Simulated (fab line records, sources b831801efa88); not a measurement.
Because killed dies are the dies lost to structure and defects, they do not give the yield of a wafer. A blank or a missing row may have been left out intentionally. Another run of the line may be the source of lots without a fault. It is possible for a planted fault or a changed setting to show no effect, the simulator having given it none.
Split-lot experiment || flow sfq-line || 5 lots, 23 wafers read, on a route of 325 steps

== ON THE SPLIT ==
At SFQ_TRILAYER_I6_VIA_LITHO_PEB_172 (peb time 60 s), the setting peb-temp-c was moved away from the recipe's 115 C on 11 of the 23 wafers read, by -2.3% to +2.1%. For the rest of the wafers, this setting stayed at what the recipe calls for.

== FROM THE SPLIT ON TO THE READING: in between, the file shows 1 step ==
- SFQ_TRILAYER_I6_VIA_LITHO_DEVELOP_171: time 60 s

== THE READING ==
I6.cd-nm (the simulator's own value, which no gauge read), in nm, at SFQ_TRILAYER_I6_VIA_BARC_OPEN_VIA_ETCH_235 (etches BARC in O2, target depth 125 nm, time 41.7 s). The file gives no usual value for it. The 12 wafers here that ran the recipe average 700.0 nm, standard deviation 1.6 nm.

{"wafer": "L075.1", "tool, chamber at the split": "litho-track-03, 0", "peb-temp-c as run, C": 117.4, "against the recipe": "+2.1%", "I6.cd-nm, nm": 740.8, "against lot-mates on the recipe": "+39.8"}
{"wafer": "L075.2", "tool, chamber at the split": "litho-track-03, 0", "peb-temp-c as run, C": 117.4, "against the recipe": "+2.1%", "I6.cd-nm, nm": 742.6, "against lot-mates on the recipe": "+41.6"}
{"wafer": "L075.3", "tool, chamber at the split": "litho-track-03, 0", "peb-temp-c as run, C": 117.4, "against the recipe": "+2.1%", "I6.cd-nm, nm": 740.4, "against lot-mates on the recipe": "+39.4"}
{"wafer": "L075.4", "tool, chamber at the split": "litho-track-03, 0", "peb-temp-c as run, C": 115, "against the recipe": "recipe", "I6.cd-nm, nm": 702.7, "against lot-mates on the recipe": "-"}
{"wafer": "L075.5", "tool, chamber at the split": "litho-track-03, 0", "peb-temp-c as run, C": 115, "against the recipe": "recipe", "I6.cd-nm, nm": 699.4, "against lot-mates on the recipe": "-"}
{"wafer": "L076.1", "tool, chamber at the split": "litho-track-01, 0", "peb-temp-c as run, C": 115, "against the recipe": "recipe", "I6.cd-nm, nm": 698.7, "against lot-mates on the recipe": "-"}
{"wafer": "L076.2", "tool, chamber at the split": "litho-track-01, 0", "peb-temp-c as run, C": 115, "against the recipe": "recipe", "I6.cd-nm, nm": 699.9, "against lot-mates on the recipe": "-"}
{"wafer": "L076.4", "tool, chamber at the split": "litho-track-01, 0", "peb-temp-c as run, C": 115, "against the recipe": "recipe", "I6.cd-nm, nm": 699, "against lot-mates on the recipe": "-"}
{"wafer": "L076.5", "tool, chamber at the split": "litho-track-01, 0", "peb-temp-c as run, C": 112.3, "against the recipe": "-2.3%", "I6.cd-nm, nm": 646, "against lot-mates on the recipe": -53.2}
{"wafer": "L076.6", "tool, chamber at the split": "litho-track-01, 0", "peb-temp-c as run, C": 112.3, "against the recipe": "-2.3%", "I6.cd-nm, nm": 644, "against lot-mates on the recipe": -55.2}
{"wafer": "L077.1", "tool, chamber at the split": "litho-track-01, 0", "peb-temp-c as run, C": 113, "against the recipe": "-1.7%", "I6.cd-nm, nm": 660, "against lot-mates on the recipe": -37.7}
{"wafer": "L077.2", "tool, chamber at the split": "litho-track-01, 0", "peb-temp-c as run, C": 113, "against the recipe": "-1.7%", "I6.cd-nm, nm": 660.4, "against lot-mates on the recipe": -37.3}
{"wafer": "L077.3", "tool, chamber at the split": "litho-track-01, 0", "peb-temp-c as run, C": 115, "against the recipe": "recipe", "I6.cd-nm, nm": 698.1, "against lot-mates on the recipe": "-"}
{"wafer": "L077.4", "tool, chamber at the split": "litho-track-01, 0", "peb-temp-c as run, C": 115, "against the recipe": "recipe", "I6.cd-nm, nm": 697.2, "against lot-mates on the recipe": "-"}
{"wafer": "L077.5", "tool, chamber at the split": "litho-track-01, 0", "peb-temp-c as run, C": 113, "against the recipe": "-1.7%", "I6.cd-nm, nm": 657.3, "against lot-mates on the recipe": -40.4}
{"wafer": "L082.2", "tool, chamber at the split": "litho-track-04, 0", "peb-temp-c as run, C": 113.8, "against the recipe": "-1.0%", "I6.cd-nm, nm": 677.8, "against lot-mates on the recipe": -22.6}
{"wafer": "L082.3", "tool, chamber at the split": "litho-track-04, 0", "peb-temp-c as run, C": 113.8, "against the recipe": "-1.0%", "I6.cd-nm, nm": 678.9, "against lot-mates on the recipe": -21.5}
{"wafer": "L082.4", "tool, chamber at the split": "litho-track-04, 0", "peb-temp-c as run, C": 113.8, "against the recipe": "-1.0%", "I6.cd-nm, nm": 678.4, "against lot-mates on the recipe": -22.0}
{"wafer": "L082.5", "tool, chamber at the split": "litho-track-04, 0", "peb-temp-c as run, C": 115, "against the recipe": "recipe", "I6.cd-nm, nm": 700.8, "against lot-mates on the recipe": "-"}
{"wafer": "L082.6", "tool, chamber at the split": "litho-track-04, 0", "peb-temp-c as run, C": 115, "against the recipe": "recipe", "I6.cd-nm, nm": 700, "against lot-mates on the recipe": "-"}
{"wafer": "L083.2", "tool, chamber at the split": "litho-track-01, 0", "peb-temp-c as run, C": 115, "against the recipe": "recipe", "I6.cd-nm, nm": 701.7, "against lot-mates on the recipe": "-"}
{"wafer": "L083.3", "tool, chamber at the split": "litho-track-01, 0", "peb-temp-c as run, C": 115, "against the recipe": "recipe", "I6.cd-nm, nm": 701.3, "against lot-mates on the recipe": "-"}
{"wafer": "L083.6", "tool, chamber at the split": "litho-track-01, 0", "peb-temp-c as run, C": 115, "against the recipe": "recipe", "I6.cd-nm, nm": 701.7, "against lot-mates on the recipe": "-"}

THE FIT
A straight line over all 23 wafers: I6.cd-nm changes by +21.7 nm for each +1% of peb-temp-c; r = +1.00; the points scatter about the line by 2.4 nm.
The same after taking each lot's own level away (the mean of its wafers on the recipe; 23 wafers): +21.1 nm for each +1%; r = +1.00; scatter 2 nm.
That fit puts the effect of the largest move of peb-temp-c on the reading at 49 nm.
Measured against the standard deviation above, the lots' own levels, which go from 697.65 to 701.57 nm, span 2.5 times it.
The two slopes agree, so the slope changes little with the lot-to-lot level.
Check: for one of the wafers moved furthest among these (-2.3%), held out of the fit, the line's prediction against its lot-mates is -50.1 nm. Against them it came out at -53.2 nm.

== FILE'S OWN FIT ==
I6.cd-nm changes by +21.5 nm for each +1% of peb-temp-c, r = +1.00.
